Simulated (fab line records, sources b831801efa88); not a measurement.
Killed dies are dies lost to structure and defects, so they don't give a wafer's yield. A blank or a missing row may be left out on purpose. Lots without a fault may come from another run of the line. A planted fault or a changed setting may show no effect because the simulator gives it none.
Which tool did it? | flow gf180mcu | 12 lots, 36 wafers sampled, at 6 steps of a route of 602

WHAT THE GAUGES READ, wafer by wafer
GF_PSD_RS_MEAS_14: measures by four-point-probe.
lot  | measured     | on            | NSD_RS (ohm/sq)
L722 | day 14 12:54 | film_metro-02 | 46.49 46.50 46.52
L723 | day 15 00:55 | film_metro-02 | 46.36 46.50 46.45
L724 | day 15 01:58 | film_metro-04 | 46.43 46.47 46.46
L731 | day 17 18:16 | film_metro-04 | 44.77 44.79 44.68
L733 | day 18 14:34 | film_metro-04 | 46.52 46.38 46.53
L734 | day 18 19:58 | film_metro-01 | 44.67 44.60 44.79
L737 | day 20 02:19 | film_metro-02 | 46.55 46.48 46.47
L739 | day 20 12:36 | film_metro-02 | 46.52 46.55 46.46
L741 | day 21 09:16 | film_metro-01 | 46.44 46.49 46.57
L742 | day 21 15:43 | film_metro-01 | 46.54 46.62 46.52
L743 | day 21 23:05 | film_metro-04 | 46.68 46.59 46.71
L744 | day 22 07:27 | film_metro-02 | 46.47 46.57 46.50

GF_M3_OVL_MEAS_15.
lot  | measured     | on         | M3_OVL (nm)
L722 | day 21 13:53 | overlay-01 | -1 -5 5
L723 | day 22 05:56 | overlay-02 | -1 -6 4
L724 | day 22 07:19 | overlay-01 | -1 -1 1
L731 | day 25 00:16 | overlay-01 | -4 -8 -5
L733 | day 25 17:22 | overlay-02 | 3 1 -1
L734 | day 25 23:06 | overlay-01 | -6 -9 -8
L737 | day 27 01:23 | overlay-01 | -8 -4 -4
L739 | day 27 11:27 | overlay-01 | -8 -6 -11
L741 | day 28 15:40 | overlay-02 | -8 -12 -2
L742 | day 28 18:26 | overlay-01 | -11 -1 -12
L743 | day 28 23:36 | overlay-01 | -9 -3 -10
L744 | day 29 03:40 | overlay-02 | -10 -8 -5

WHICH TOOL RAN EACH LOT (tool, then ch and the chambers of the sampled wafers, then the start)
lot  | GF_NSD_IMPLANT_09               | GF_NSD_STRIP_11                      | GF_CONTACT_SPUTTER_23        | GF_V1_CVD_23
L722 | implanter-03 ch 0, day 13 15:19 | plasma_asher-02 ch 0,1, day 13 15:36 | pvd_sputter-02, day 16 09:56 | cvd_w-02 ch 0,1, day 18 10:34
L723 | implanter-02 ch 0, day 14 02:53 | plasma_asher-03 ch 0,1, day 14 03:09 | pvd_sputter-01, day 16 22:41 | cvd_w-02 ch 0, day 19 00:34
L724 | implanter-04 ch 0, day 14 04:58 | plasma_asher-04 ch 0,1, day 14 05:16 | pvd_sputter-02, day 16 23:59 | cvd_w-01 ch 0,1, day 19 02:13
L731 | implanter-04 ch 0, day 16 18:39 | plasma_asher-02 ch 0,1, day 16 18:57 | pvd_sputter-01, day 19 20:38 | cvd_w-02 ch 0,1, day 22 00:05
L733 | implanter-03 ch 0, day 17 14:06 | plasma_asher-03 ch 1, day 17 14:22   | pvd_sputter-02, day 20 17:25 | cvd_w-01 ch 0, day 22 19:19
L734 | implanter-04 ch 0, day 17 19:23 | plasma_asher-04 ch 0,1, day 17 19:40 | pvd_sputter-01, day 20 22:05 | cvd_w-02 ch 0,1, day 22 23:59
L737 | implanter-03 ch 0, day 19 01:14 | plasma_asher-02 ch 0,1, day 19 01:30 | pvd_sputter-02, day 22 05:11 | cvd_w-02 ch 0,1, day 24 05:54
L739 | implanter-02 ch 0, day 19 12:13 | plasma_asher-03 ch 0,1, day 19 12:31 | pvd_sputter-03, day 22 13:50 | cvd_w-02 ch 0, day 24 13:44
L741 | implanter-03 ch 0, day 20 08:51 | plasma_asher-03 ch 1, day 20 09:09   | pvd_sputter-02, day 23 09:31 | cvd_w-02 ch 0, day 25 08:11
L742 | implanter-02 ch 0, day 20 15:38 | plasma_asher-02 ch 0,1, day 20 15:54 | pvd_sputter-01, day 23 15:55 | cvd_w-01 ch 0, day 25 15:19
L743 | implanter-04 ch 0, day 20 22:26 | plasma_asher-03 ch 0,1, day 20 22:43 | pvd_sputter-02, day 23 23:26 | cvd_w-01 ch 0,1, day 25 23:28
L744 | implanter-02 ch 0, day 21 06:55 | plasma_asher-04 ch 0,1, day 21 07:13 | pvd_sputter-02, day 24 07:29 | cvd_w-01 ch 0,1, day 26 05:12
- GF_NSD_IMPLANT_09
- GF_NSD_STRIP_11: strips in O2/N2.
- GF_CONTACT_SPUTTER_23: material TiN, target thk 10 nm, time 40 s.
- GF_V1_CVD_23: deposits W, target thk 350 nm, time 105.05 s.

WHAT THE TOOLS THEMSELVES READ (means of the sampled wafers that have a number; where no wafer has one, the mark that the record gives instead)
GF_NSD_IMPLANT_09.
lot  | tool         | beam_on_s (s) | dose_ions_cm2
L722 | implanter-03 | 19.8          | 4e+15
L723 | implanter-02 | 17.3          | 4e+15
L724 | implanter-04 | 17.0          | 4e+15
L731 | implanter-04 | 28.3          | 7e+15
L733 | implanter-03 | 19.4          | 4e+15
L734 | implanter-04 | 28.3          | 7e+15
L737 | implanter-03 | 20.0          | 4e+15
L739 | implanter-02 | 17.0          | 4e+15
L741 | implanter-03 | 19.6          | 4e+15
L742 | implanter-02 | 17.5          | 4e+15
L743 | implanter-04 | 17.3          | 4e+15
L744 | implanter-02 | 17.1          | 4e+15

GF_NSD_STRIP_11.
lot  | tool            | drypump_motor_current_A (A) | heater_power_w (W) | n2_flow_sccm (sccm) | oes_product_au (a.u.) | strip_time_to_endpoint_s (s)
L722 | plasma_asher-02 | 5.93                        | 351                | 299.5               | 0.489                 | 22.92
L723 | plasma_asher-03 | 5.97                        | 290                | 300.8               | 0.487                 | 22.97
L724 | plasma_asher-04 | 5.80                        | 338                | 299.9               | 0.487                 | 22.93
L731 | plasma_asher-02 | 5.91                        | 354                | 299.3               | 0.479                 | 23.93
L733 | plasma_asher-03 | 5.44                        | 300                | 299.9               | 0.489                 | 22.90
L734 | plasma_asher-04 | 5.81                        | 338                | 299.8               | 0.476                 | 23.95
L737 | plasma_asher-02 | 5.93                        | 360                | 299.1               | 0.491                 | 22.94
L739 | plasma_asher-03 | 5.72                        | 297                | 300.3               | 0.488                 | 22.96
L741 | plasma_asher-03 | 5.43                        | 307                | 299.4               | 0.491                 | 22.98
L742 | plasma_asher-02 | 5.83                        | 349                | 300.4               | 0.492                 | 22.91
L743 | plasma_asher-03 | 5.69                        | 299                | 300.1               | 0.488                 | 22.90
L744 | plasma_asher-04 | 5.90                        | 351                | 301.3               | 0.490                 | 22.97

GF_CONTACT_SPUTTER_23.
lot  | tool           | chamber_pressure_pa (Pa) | throttle_valve_pct (%)
L722 | pvd_sputter-02 | 4.791                    | 31.3
L723 | pvd_sputter-01 | 4.803                    | 30.7
L724 | pvd_sputter-02 | 4.789                    | 30.5
L731 | pvd_sputter-01 | 4.795                    | 30.7
L733 | pvd_sputter-02 | 4.787                    | 30.9
L734 | pvd_sputter-01 | 4.796                    | 30.6
L737 | pvd_sputter-02 | 4.793                    | 30.4
L739 | pvd_sputter-03 | 4.784                    | 30.5
L741 | pvd_sputter-02 | 4.791                    | 30.4
L742 | pvd_sputter-01 | 4.781                    | 30.6
L743 | pvd_sputter-02 | 4.785                    | 30.5
L744 | pvd_sputter-02 | 4.786                    | 30.5

GF_V1_CVD_23.
lot  | tool     | heater_power_w (W)
L722 | cvd_w-02 | 744
L723 | cvd_w-02 | 801
L724 | cvd_w-01 | 767
L731 | cvd_w-02 | 742
L733 | cvd_w-01 | 762
L734 | cvd_w-02 | 776
L737 | cvd_w-02 | 740
L739 | cvd_w-02 | 809
L741 | cvd_w-02 | 802
L742 | cvd_w-01 | 766
L743 | cvd_w-01 | 768
L744 | cvd_w-01 | 772

THE ANSWER, worked out from the rows above alone
Rule: what is usual is taken from the lots themselves. Put in order of their means at a reading, lots are off if they are a third of the lots or fewer, leave a main group of 4 or more, and stand apart from it by a gap of 3 or more times the standard deviation of the main group's means; of several such gaps the widest counts. A main group whose means are all the same, to the digits that the tables above print for the reading, isn't used. A lot without any number at a reading at which 4 lots or more have one is off too. The other lots that the step has rows for count as sound. The gauges are gone through in route order, then the tools' own readings, and for those a lot's mean is taken as printed above. The first step at which some lot is off is used, and at that step the reading that is off furthest; a lot without a number counts as furthest.
Off: L731, L734, at GF_PSD_RS_MEAS_14 (NSD_RS). The main group: mean 46.51 ohm/sq, standard deviation 0.059.
A tool fits if, at a process step before that reading, it ran every lot that is off, and no sound lot after the first of them. The gauges at GF_PSD_RS_MEAS_14 aren't tried: what is off there is off at GF_NSD_IMPLANT_09 too, on other tools, and a gauge's error can't cause that. None of those tried fits.

WHAT THE SIMULATOR HAD PUT IN
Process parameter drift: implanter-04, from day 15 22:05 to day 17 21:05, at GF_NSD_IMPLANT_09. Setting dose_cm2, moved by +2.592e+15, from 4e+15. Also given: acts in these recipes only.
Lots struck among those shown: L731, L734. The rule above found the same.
